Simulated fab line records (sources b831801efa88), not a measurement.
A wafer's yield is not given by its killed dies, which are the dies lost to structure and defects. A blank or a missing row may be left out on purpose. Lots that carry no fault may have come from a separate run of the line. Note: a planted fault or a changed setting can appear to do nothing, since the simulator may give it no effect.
fab line records | flow gf180mcu | part 2 of 2: steps 27 to 37 of 37
record: lots: 5 | wafers: 15 | lastDay: 34
route steps=602 shown M3@421 V3@429 M4@456
lots that met no fault: from a run of the same line without faults
startH: hours from the record's first day to the start of the lot's first wafer shown | waitH: how many hours have passed since the lot's step before this one | " as in the row above | L1.1+2: a row that stands for several wafers | - no value, or no start was given | * or withheld: withheld | < > ~ a bound
route shown NAME@n: NAME is a module with steps in the file, n the number in the route of the first one | usual: mean/standard deviation taken from wafers without a fault | same: alike in all rows | chamber/n: place in a boat | sites: readings site by site | _std_site: standard deviation of those values | _edge_site: the outer-site mean with the inner-site mean subtracted | radiusMm: for every site, how far away it sits from the centre of the wafer | mask NAME#n: copy n | behind: the last tool/chamber to shape the wafer | hold: reason for holding the lot/hours on hold/outcome of the hold | device: the n, p or np transistor that did not switch | end of line: the route-end tests of the same wafers | a step with no rows: only its recipe | killed: not the wafer's yield, but the dies lost to structure and defects at the first sort | map: shows each die of a wafer: x if killed, . if not, _ if none is there
set.NAME: the setting the step ran with; set.NAME@STEP: the setting that earlier step ran with | model.NAME: the simulator's own value behind a step, which no gauge read
lots seen at some steps along the route; tables by step, rows by wafer
services: when a tool's chamber went out of use (startH, in hours from the record's first day, below 0 if earlier), for how many hours, and the reason
== steps ==
step: GF_V3_STRIP_18
recipe: chemistry: O2/N2 | powerW: 1400 | pressureMtorr: 1500 | platenTempC: 250 | o2FlowSccm: 3000 | n2FlowSccm: 300 | overashFraction: 0.5
usual: drypumpMotorCurrentA: 5.8/0.33 | heaterPowerW: 368/32 | n2FlowSccm: 300.0/0.92 | oesProductAu: 0.591/0.0047
lot.wafer | tool           | chamber | startH | waitH | drypumpMotorCurrentA | heaterPowerW | n2FlowSccm | oesProductAu | rfHoursCounterH
L082.3    | plasmaAsher-04 | 0       | 574.46 | -     | 6.3                  | 423          | 300.4      | 0.594        | -
L082.4    | "              | 1       | "      | "     | 6.1                  | 325          | 300.8      | 0.594        | -
L082.6    | "              | 1       | "      | "     | 6.1                  | 326          | 299.8      | 0.590        | -
L085.3    | plasmaAsher-01 | 1       | 608.56 | -     | 5.6                  | 369          | 300.6      | 0.596        | -
L085.4    | "              | 0       | "      | "     | 5.8                  | 408          | 300.5      | 0.591        | -
L085.6    | "              | 0       | "      | "     | 5.9                  | 394          | 299.3      | 0.587        | -
L087.2    | plasmaAsher-01 | 1       | 622.78 | -     | 5.5                  | 373          | 300.2      | 0.601        | 19
L087.4    | "              | 0       | "      | "     | 5.9                  | 400          | 300.8      | 0.592        | -
L087.6    | "              | 0       | "      | "     | 5.8                  | 412          | 299.1      | 0.598        | -
L091.1    | plasmaAsher-01 | 0       | 662.02 | -     | 5.8                  | 402          | 301.6      | 0.593        | 23
L091.3    | "              | 1       | "      | "     | 5.6                  | 372          | 301.7      | 0.586        | -
L091.5    | "              | 1       | "      | "     | 5.6                  | 366          | 301.4      | 0.595        | -
L096.1    | plasmaAsher-04 | 0       | 684.28 | -     | 6.2                  | 417          | 299.4      | 0.595        | 103
L096.2    | "              | 1       | "      | "     | 6.0                  | 325          | 298.4      | 0.591        | 103
L096.3    | "              | 0       | "      | "     | 6.3                  | 412          | 300.2      | 0.589        | -
step: GF_V3_STRIP_19
recipe: chemistry: postEtchResidueRemover | timeS: 1200 | tempC: 72.5
lot.wafer  | tool        | chamber | startH | waitH
L082.3+4+6 | wetBench-03 | 0       | 574.53 | 0.0
L085.3+4+6 | wetBench-03 | 1       | 608.63 | 0.0
L087.2+4+6 | wetBench-01 | 1       | 622.88 | 0.1
L091.1+3+5 | wetBench-02 | 3       | 662.12 | 0.1
L096.1+2+3 | wetBench-02 | 1       | 684.38 | 0.1
step: GF_V3_CLEAN_20
recipe: chemistry: DIW | dry: n2Spin
lot.wafer  | tool        | chamber | startH | waitH
L082.3+4+6 | wetBench-01 | 0       | 574.90 | 0.0
L085.3+4+6 | wetBench-03 | 3       | 608.97 | 0.0
L087.2+4+6 | wetBench-03 | 3       | 623.22 | 0.0
L091.1+3+5 | wetBench-01 | 2       | 662.50 | 0.0
L096.1+2+3 | wetBench-03 | 2       | 684.72 | 0.0
step: GF_V3_SPUTTER_21
recipe: material: Ti | targetThkNm: 15 | chamberPressurePa: 5 | powerW: 2500 | substrateTempC: 200 | timeS: 80.02
usual: throttleValvePct: 29.9/0.89
lot.wafer | tool          | chamber | startH | waitH | throttleValvePct
L082.3    | pvdSputter-01 | -       | 575.00 | 0.0   | 28.4
L082.4    | "             | -       | "      | "     | 30.9
L082.6    | "             | -       | "      | "     | 31.2
L085.3    | pvdSputter-03 | -       | 609.06 | 0.0   | 30.4
L085.4    | "             | -       | "      | "     | 30.0
L085.6    | "             | -       | "      | "     | 30.5
L087.2    | pvdSputter-01 | -       | 623.32 | 0.0   | 31.0
L087.4    | "             | -       | "      | "     | 30.8
L087.6    | "             | -       | "      | "     | 31.0
L091.1    | pvdSputter-01 | -       | 662.61 | 0.0   | 28.8
L091.3    | "             | -       | "      | "     | 30.8
L091.5    | "             | -       | "      | "     | 28.5
L096.1    | pvdSputter-03 | -       | 684.82 | 0.0   | 30.5
L096.2    | "             | -       | "      | "     | 30.0
L096.3    | "             | -       | "      | "     | 30.4
step: GF_V3_SPUTTER_22
recipe: material: TiN | targetThkNm: 10 | chamberPressurePa: 5 | powerW: 4000 | timeS: 40
usual: throttleValvePct: 29.9/0.9
lot.wafer | tool          | chamber | startH | waitH | throttleValvePct
L082.3    | pvdSputter-01 | -       | 575.06 | 0.0   | 28.5
L082.4    | "             | -       | "      | "     | 30.9
L082.6    | "             | -       | "      | "     | 30.9
L085.3    | pvdSputter-03 | -       | 609.12 | 0.0   | 30.4
L085.4    | "             | -       | "      | "     | 30.4
L085.6    | "             | -       | "      | "     | 30.2
L087.2    | pvdSputter-01 | -       | 623.38 | 0.0   | 30.8
L087.4    | "             | -       | "      | "     | 30.7
L087.6    | "             | -       | "      | "     | 30.9
L091.1    | pvdSputter-01 | -       | 662.67 | 0.0   | 28.7
L091.3    | "             | -       | "      | "     | 30.9
L091.5    | "             | -       | "      | "     | 28.6
L096.1    | pvdSputter-03 | -       | 684.88 | 0.0   | 30.5
L096.2    | "             | -       | "      | "     | 30.1
L096.3    | "             | -       | "      | "     | 30.0
step: GF_V3_CVD_23
recipe: material: W | targetThkNm: 350 | timeS: 104.9 | tempC: 400 | pressureTorr: 40
usual: heaterPowerW: 810/67
lot.wafer | tool    | chamber | startH | waitH | heaterPowerW
L082.3    | cvdW-01 | 0       | 575.14 | 0.1   | 902
L082.4    | "       | 1       | "      | "     | 790
L082.6    | "       | 0       | "      | "     | 909
L085.3    | cvdW-02 | 0       | 609.20 | 0.1   | 772
L085.4    | "       | 1       | "      | "     | 750
L085.6    | "       | 1       | "      | "     | 753
L087.2    | cvdW-01 | 1       | 623.42 | 0.0   | 790
L087.4    | "       | 0       | "      | "     | 955
L087.6    | "       | 0       | "      | "     | 926
L091.1    | cvdW-01 | 1       | 662.71 | 0.0   | 806
L091.3    | "       | 0       | "      | "     | 916
L091.5    | "       | 1       | "      | "     | 813
L096.1    | cvdW-02 | 1       | 684.92 | 0.0   | 772
L096.2    | "       | 0       | "      | "     | 743
L096.3    | "       | 1       | "      | "     | 757
step: GF_V3_RS_MEAS_24
recipe: thkMeasGauge: four-point-probe | reads: W_of_V3_CVD_23+TiN_of_V3_SPUTTER_22+Ti_of_V3_SPUTTER_21
usual: V3_W_RS: 0.326/0.0057
lot.wafer | tool         | chamber | startH | waitH | V3_W_RS[ohm/sq]
L082.3    | filmMetro-03 | -       | 575.25 | 0.1   | 0.323
L082.4    | "            | -       | "      | "     | 0.324
L082.6    | "            | -       | "      | "     | 0.323
L085.3    | filmMetro-04 | -       | 609.31 | 0.1   | 0.334
L085.4    | "            | -       | "      | "     | 0.327
L085.6    | "            | -       | "      | "     | 0.333
L087.2    | filmMetro-03 | -       | 623.55 | 0.1   | 0.324
L087.4    | "            | -       | "      | "     | 0.320
L087.6    | "            | -       | "      | "     | 0.322
L091.1    | filmMetro-04 | -       | 662.82 | 0.1   | 0.323
L091.3    | "            | -       | "      | "     | 0.319
L091.5    | "            | -       | "      | "     | 0.321
L096.1    | filmMetro-02 | -       | 685.03 | 0.1   | 0.333
L096.2    | "            | -       | "      | "     | 0.335
L096.3    | "            | -       | "      | "     | 0.328
step: GF_V3_THK_MEAS_25
recipe: thkMeasGauge: xrf | reads: W_of_V3_CVD_23
usual: V3_W_THK: 355/6.8
lot.wafer | tool         | chamber | startH | waitH | V3_W_THK[nm]
L082.3    | filmMetro-03 | -       | 575.35 | 0.1   | 363
L082.4    | "            | -       | "      | "     | 362
L082.6    | "            | -       | "      | "     | 362
L085.3    | filmMetro-04 | -       | 609.41 | 0.1   | 344
L085.4    | "            | -       | "      | "     | 350
L085.6    | "            | -       | "      | "     | 345
L087.2    | filmMetro-03 | -       | 623.66 | 0.1   | 355
L087.4    | "            | -       | "      | "     | 362
L087.6    | "            | -       | "      | "     | 359
L091.1    | filmMetro-04 | -       | 662.94 | 0.1   | 357
L091.3    | "            | -       | "      | "     | 360
L091.5    | "            | -       | "      | "     | 358
L096.1    | filmMetro-02 | -       | 685.15 | 0.1   | 347
L096.2    | "            | -       | "      | "     | 344
L096.3    | "            | -       | "      | "     | 351
step: GF_V3_CMP_26
recipe: stopOn: SiO2 | downForcePsi: 3.5 | platenRpm: 60 | tOverpolishS: 15 | targetThkNm: 0 | padVelocityMS: 0.94248
usual: motorCurrentA: 11.1/0.83 | overpolishRunS: 15.000/0.0083 | timeToEndpointS: 83/3.7
lot.wafer | tool   | chamber | startH | waitH | motorCurrentA | overpolishRunS | timeToEndpointS
L082.4    | cmp-02 | 0       | 575.51 | 0.1   | 12.0          | 14.995         | 83
L082.3    | "      | 2       | "      | "     | 10.6          | 15.005         | 87
L082.6    | "      | 0       | "      | "     | 11.9          | 15.004         | 84
L085.4    | cmp-02 | 2       | 609.55 | 0.1   | 10.8          | 15.000         | 83
L085.3    | "      | 3       | "      | "     | 12.1          | 15.006         | 80
L085.6    | "      | 1       | "      | "     | 9.3           | 14.979         | 78
L087.4    | cmp-02 | 3       | 623.76 | 0.1   | 12.4          | 14.998         | 81
L087.2    | "      | 0       | "      | "     | 12.6          | 14.998         | 82
L087.6    | "      | 2       | "      | "     | 10.8          | 15.008         | 83
L091.1    | cmp-02 | 3       | 663.10 | 0.1   | 11.6          | 15.013         | 87
L091.3    | "      | 0       | "      | "     | 12.1          | 15.009         | 88
L091.5    | "      | 1       | "      | "     | 9.5           | 15.008         | 86
L096.2    | cmp-02 | 1       | 685.26 | 0.1   | 9.2           | 15.003         | 83
L096.3    | "      | 2       | "      | "     | 11.3          | 15.003         | 82
L096.1    | "      | 3       | "      | "     | 12.4          | 14.994         | 80
step: GF_M4_SPUTTER_00
recipe: material: Ti | targetThkNm: 37.5 | arrivingIonEnergyEv: 80 | substrateTempC: 200 | chamberPressurePa: 2 | powerW: 4000 | timeS: 150
usual: throttleValvePct: 29.4/1
lot.wafer | tool          | chamber | startH | waitH | throttleValvePct
L082.3    | pvdSputter-02 | -       | 575.81 | 0.1   | 28.1
L082.4    | "             | -       | "      | "     | 30.2
L082.6    | "             | -       | "      | "     | 29.7
L085.3    | pvdSputter-03 | -       | 609.75 | 0.1   | 30.0
L085.4    | "             | -       | "      | "     | 30.0
L085.6    | "             | -       | "      | "     | 29.8
L087.2    | pvdSputter-03 | -       | 624.01 | 0.1   | 30.1
L087.4    | "             | -       | "      | "     | 30.1
L087.6    | "             | -       | "      | "     | 30.5
L091.1    | pvdSputter-02 | -       | 663.30 | 0.1   | 29.8
L091.3    | "             | -       | "      | "     | 30.0
L091.5    | "             | -       | "      | "     | 29.3
L096.1    | pvdSputter-04 | -       | 685.51 | 0.1   | 28.4
L096.2    | "             | -       | "      | "     | 27.9
L096.3    | "             | -       | "      | "     | 31.0
step: GF_M4_SPUTTER_01
recipe: material: TiN | targetThkNm: 30 | powerW: 6500 | timeS: 25 | chamberPressurePa: 0.4
usual: throttleValvePct: 29.4/1
lot.wafer | tool          | chamber | startH | waitH | throttleValvePct
L082.3    | pvdSputter-02 | -       | 575.91 | 0.1   | 28.1
L082.4    | "             | -       | "      | "     | 30.2
L082.6    | "             | -       | "      | "     | 29.6
L085.3    | pvdSputter-03 | -       | 609.85 | 0.1   | 30.4
L085.4    | "             | -       | "      | "     | 29.7
L085.6    | "             | -       | "      | "     | 30.1
L087.2    | pvdSputter-03 | -       | 624.11 | 0.1   | 30.0
L087.4    | "             | -       | "      | "     | 30.4
L087.6    | "             | -       | "      | "     | 30.0
L091.1    | pvdSputter-02 | -       | 663.40 | 0.1   | 29.2
L091.3    | "             | -       | "      | "     | 30.0
L091.5    | "             | -       | "      | "     | 29.1
L096.1    | pvdSputter-04 | -       | 685.61 | 0.1   | 28.4
L096.2    | "             | -       | "      | "     | 27.9
L096.3    | "             | -       | "      | "     | 31.0
== services ==
tool           | chamber | startH | hours | kind
krfScanner-01  | -       | 538.58 | 0.8   | pm
hdpcvd-02      | -       | 539.25 | 15.0  | pm
krfScanner-02  | -       | 562.75 | 1.1   | repair
rieDiel-04     | 0       | 577.12 | 8.7   | repair
cvdW-01        | -       | 581.31 | 14.6  | pm
cmp-02         | -       | 587.50 | 1.1   | repair
krfScanner-02  | -       | 593.97 | 0.3   | repair
cmp-02         | -       | 602.02 | 6.0   | pm
pvdSputter-01  | -       | 608.71 | 7.4   | repair
wetBench-01    | -       | 641.55 | 3.3   | repair
cmp-02         | -       | 641.93 | 0.5   | repair
pvdSputter-01  | -       | 647.86 | 1.0   | repair
cmp-02         | -       | 654.31 | 5.0   | repair
hdpcvd-01      | 0       | 657.85 | 6.1   | repair
wetBench-02    | -       | 659.72 | 1.8   | repair
krfScanner-02  | -       | 663.04 | 0.8   | pm
plasmaAsher-04 | -       | 663.43 | 15.1  | pm
pvdSputter-02  | -       | 666.11 | 0.9   | repair
pvdSputter-01  | -       | 666.15 | 2.7   | repair
plasmaAsher-01 | -       | 672.65 | 7.4   | repair
plasmaAsher-01 | -       | 672.86 | 0.9   | repair
pecvd-04       | 2       | 677.86 | 27.1  | repair
krfScanner-02  | -       | 681.59 | 1.0   | pm
krfScanner-02  | -       | 682.59 | 1.3   | pm
